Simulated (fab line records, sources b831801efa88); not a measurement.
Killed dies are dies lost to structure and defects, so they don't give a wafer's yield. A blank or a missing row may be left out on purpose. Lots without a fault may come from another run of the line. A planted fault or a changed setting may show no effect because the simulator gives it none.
A struck lot beside a sound one | flow sky130 | 21 steps out of a route of 708
Sound: wafers L593.3, L593.4, L593.6. Struck: wafers L603.3, L603.4, L603.5. The cause comes at the end.
At each step with rows: each side's tool, then ch and its chambers, then its first start. Under that, the readings that differ: sound wafers | struck wafers | difference of the means | sigmas: that difference in standard deviations of wafers without a fault.
alike: readings whose means differ by less than 2 such deviations, and words and numbers that are the same on both sides. not compared: withheld readings, readings that some wafer has no value for, bounds like >300 that may hide the same value, and numbers for which the record gives no deviation and whose values overlap.
The two part at a step that has a row with sigmas, a row that says differs or no value, or rows on one side only. Numbers that don't overlap but have no deviation are shown without sigmas and don't part them. A reading that every wafer of one side lacks parts them only if that side has two wafers or more.

first, 1 step without rows for these wafers: SKY_RES_XHIGH_IMPLANT_07.
SKY_RES_XHIGH_STRIP_08: strips in O2/N2.
  sound on plasma_asher-04 ch 0,1, day 28 22:04; struck on plasma_asher-02 ch 0,1, day 31 18:33
  alike: drypump_motor_current_A, oes_product_au, strip_time_to_endpoint_s
  not compared: rf_hours_counter_h
SKY_RES_XHIGH_TW_MEAS_09:
  sound on film_metro-04, day 28 22:09; struck on film_metro-03, day 31 18:38
  alike: RES_XHIGH_TW
then, 7 steps without rows for these wafers: SKY_SD_N_DEHYDRATE_00 (time 60 s); SKY_SD_N_HMDS_01 (prime time 60 s); SKY_SD_N_COAT_02 (resist thk 1140 nm); SKY_SD_N_SOFTBAKE_03 (time 60 s); SKY_SD_N_EXPOSE_04 (exposes mask NSDM, target cd 380 nm); SKY_SD_N_PEB_05; SKY_SD_N_DEVELOP_06 (develop time 60 s).
SKY_SD_N_CD_MEAS_07: target cd 380 nm.
  sound on cd_sem-01, day 30 01:26; struck on cd_sem-02, day 32 22:34
  alike: cd_nm
SKY_SD_N_OVL_MEAS_08:
  sound on overlay-02, day 30 01:31; struck on overlay-01, day 32 22:39
  alike: SD_N_OVL
SKY_SD_N_IMPLANT_09:
  sound on implanter-02 ch 0, day 30 01:38; struck on implanter-01 ch 0, day 32 22:43
  reading       | sound                         | struck                        | difference | sigmas
  beam_on_s (s) | 20.3 20.4 20.8                | 28.0 28.3 27.3                | +7.4       | +14
  dose_ions_cm2 | 3.996e+15 3.998e+15 4.003e+15 | 5.605e+15 5.605e+15 5.611e+15 | +1.608e+15 | +99 or more
then, 1 step without rows for these wafers: SKY_SD_N_IMPLANT_10.
SKY_SD_N_STRIP_11: strips in O2/N2.
  sound on plasma_asher-02 ch 0,1, day 30 02:11; struck on plasma_asher-03 ch 0,1, day 32 23:01
  reading                      | sound             | struck            | difference | sigmas
  oes_product_au (a.u.)        | 0.527 0.530 0.520 | 0.516 0.512 0.517 | -0.011     | -2
  strip_time_to_endpoint_s (s) | 22.57 22.63 22.62 | 23.60 23.54 23.54 | +0.95      | +21
  alike: drypump_motor_current_A
  not compared: rf_hours_counter_h
SKY_SD_N_TW_MEAS_12:
  sound on film_metro-04, day 30 02:16; struck on film_metro-04, day 32 23:05
  alike: SD_N_TW
then, 1 step without rows for these wafers: SKY_SD_N_CLEAN_13 (cleans in SC1/SC2, time 150 s).
SKY_SD_N_RTA_14: time 2 s.
  sound on rtp_anneal-02 ch 0, day 30 02:25; struck on rtp_anneal-01 ch 0, day 32 23:12
  alike: anneal_temp_c_max, lamp_power_pct, ramp_down_c_per_s, wafer_temp_C_max
SKY_SD_N_RS_MEAS_16: measures by four-point-probe.
  sound on film_metro-01, day 30 02:37; struck on film_metro-01, day 32 23:24
  reading          | sound             | struck            | difference | sigmas
  SD_N_RS (ohm/sq) | 68.52 68.47 68.64 | 65.88 65.84 65.81 | -2.70      | -25
SKY_SD_N_RS_MEAS_17: measures by four-point-probe.
  sound on film_metro-01, day 30 02:44; struck on film_metro-01, day 32 23:31
  alike: SD_P_RS
-- the record jumps here: 16 days lie between the struck wafers' starts before and after (it left off in module SD_N and takes up again in module PAD_OPEN, whose first step shown is number 708 of the route) --
SKY_PAD_OPEN_PROBE_99:
  sound on prober-01, day 47 09:25; struck on prober-01, day 49 07:31
  reading                            | sound             | struck            | difference | sigmas
  killed_at_front_end                | 13 13 11          | 18 23 21          | +8         | +2
  model.etest.res_ndiff.line_ohm_um  | 791.2 787.2 777.8 | 741.4 729 719     | -55.6      |
  model.etest.licon_ndiff.rc_ohm     | 176.8 184.7 184.8 | 169.6 168.4 166.1 | -14.1      |
  model.etest.res_ndiff_hv.rs_ohm_sq | 111.8 112.3 112.1 | 105.8 106.1 106   | -6.1       |
  model.etest.res_ndiff.rs_ohm_sq    | 118.7 118.4 117.8 | 111.8 111.5 113   | -6.2       |
  alike: killed_at_M0_to_M3, killed_at_M4_up, killed_at_contacts, killed_at_other, killed_dies, killed_open, killed_short
  not compared: model.etest.nfet_g5v0d10v5.r_on_ohm_um, model.etest.sonos_uncharged.r_on_ohm_um

WHERE THEY PART
First at SKY_SD_N_IMPLANT_09; last, within this record, at SKY_PAD_OPEN_PROBE_99.

WHY: what the simulator had put in
Process parameter drift: implanter-01, from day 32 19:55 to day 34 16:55, at SKY_SD_N_IMPLANT_09. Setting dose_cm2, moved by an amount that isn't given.
